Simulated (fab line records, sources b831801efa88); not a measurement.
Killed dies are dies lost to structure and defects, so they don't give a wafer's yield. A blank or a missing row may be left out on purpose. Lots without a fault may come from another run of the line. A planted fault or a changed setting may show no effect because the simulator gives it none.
Chamber matching | flow sky130 | SKY_POLY_GATE_ETCH_15 on rie_diel-04: 4 sister chambers
The step etches BARC in N2/H2, stops on SiO2, time 118.5 s, target depth 110 nm. 4 wafers are shown with their chamber, then 7 later ones without.

WAFERS WITH THEIR CHAMBER
wafer  | chamber | drypump_motor_current_A (A)
L802.4 | 3       | 5.2
L804.5 | 1       | 4.7
L805.2 | 0       | 6.3
L805.4 | 2       | 5.5

WAFERS WITHOUT THEIR CHAMBER
wafer  | drypump_motor_current_A (A)
L805.6 | 5.3
L807.2 | 4.7
L807.4 | 5.5
L807.6 | 5.3
L809.1 | 5.5
L809.3 | 5.3
L809.5 | 5.5

WHICH CHAMBER EACH WENT THROUGH
wafer  | from the rows above     | in truth
L805.6 | can't be placed: 3 or 2 | 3
L807.2 | 1                       | 1
L807.4 | 2                       | 2
L807.6 | can't be placed: 3 or 2 | 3
L809.1 | 2                       | 2
L809.3 | can't be placed: 3 or 2 | 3
L809.5 | 2                       | 2
Placed correctly: 4 of 7. Can't be placed from these rows: 3 (the true chamber is among the candidates in 3). Placed wrongly: 0.
How it was worked out, from the rows above alone: a wafer's distance from a chamber is the root of the sum, over the readings, of the square of ((its reading less the chamber's mean) divided by the reading's scatter). The wafer belongs to the nearest chamber; if the next one is less than 2 further off, it can't be placed. A chamber's mean is the mean of its shown wafers. The scatter: with one shown wafer a chamber, the root of the mean of the squares of how far each hidden wafer lies from its nearest shown one.
